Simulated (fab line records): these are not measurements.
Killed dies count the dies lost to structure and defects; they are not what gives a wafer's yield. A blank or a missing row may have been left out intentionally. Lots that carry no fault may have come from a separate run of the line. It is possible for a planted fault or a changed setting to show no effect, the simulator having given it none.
Matching of chambers	flow sky130	SKY_FIELD_ISO_ETCH_15 on rieDiel-02: 4 sister chambers
The step etches the open film in CHF3/O2, stops on Si, target depth 180 nm, time 72 s. 20 wafers are shown with their chamber, then 10 later ones without.

## WAFERS PAIRED WITH THEIR CHAMBERS
wafer	chamber	drypumpMotorCurrentA (A)	oesProductAu (a.u.)	throttleValvePct (%)
L074.2	1	6.0	0.952	8.842
L074.3	3	6.0	0.952	8.858
L074.6	0	6.2	0.937	8.849
L075.1	2	4.7	0.932	8.853
L075.2	1	6.0	0.938	8.855
L075.4	3	6.0	0.935	8.860
L077.2	1	5.9	0.954	8.838
L077.4	3	6.0	0.943	8.847
L077.5	1	6.0	0.954	8.838
L080.1	1	6.0	0.946	8.828
L080.3	2	4.7	0.950	8.838
L080.4	3	6.0	0.951	8.851
L082.1	0	6.2	0.943	8.845
L082.2	3	6.0	0.948	8.834
L082.4	2	4.6	0.937	8.835
L086.2	0	6.2	0.932	8.845
L086.4	1	5.9	0.940	8.829
L086.6	3	6.0	0.939	8.858
L087.3	1	5.9	0.955	8.845
L087.4	1	6.0	0.954	8.860

SIGNATURES (means of the wafers above)
reading	chamber 0	chamber 1	chamber 2	chamber 3	scatter within a chamber
drypumpMotorCurrentA	6.200	5.963	4.667	6.000	0.0399
oesProductAu	0.93733	0.94912	0.93967	0.94467	0.00706
throttleValvePct	8.84633	8.84187	8.84200	8.85133	0.00993
Rule: for each reading, subtract the chamber's mean from the wafer's reading, divide by that reading's scatter and square the result; add these up over the readings and take the root, which gives the wafer's distance from the chamber. The wafer belongs to the nearest chamber; if the next one is less than 2 further off, it can't be placed. The scatter is the square root of a quotient: the sum, over the shown wafers, of each reading's squared deviation from its chamber's mean, divided by wafers minus chambers.

## WAFERS WHOSE CHAMBER IS MISSING
wafer	drypumpMotorCurrentA (A)	oesProductAu (a.u.)	throttleValvePct (%)
L087.6	6.0	0.948	8.855
L091.1	4.6	0.951	8.831
L091.2	5.9	0.957	8.840
L091.5	6.0	0.956	8.846
L094.1	5.9	0.949	8.851
L094.5	4.6	0.957	8.837
L094.6	5.9	0.945	8.865
L097.1	4.6	0.954	8.842
L097.3	5.9	0.953	8.850
L097.6	4.6	0.955	8.848

## THE CHAMBER EACH PASSED THROUGH
wafer	from the rows above	in truth
L087.6	can't be placed: 3 or 1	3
L091.1	2	2
L091.2	can't be placed: 1 or 3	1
L091.5	can't be placed: 1 or 3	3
L094.1	can't be placed: 1 or 3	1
L094.5	2	2
L094.6	can't be placed: 3 or 1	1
L097.1	2	2
L097.3	can't be placed: 1 or 3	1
L097.6	2	2
4 of 10 placed correctly. From these rows, 6 cannot be placed; in 6 the true chamber is one of the candidates. Placed wrongly: 0.
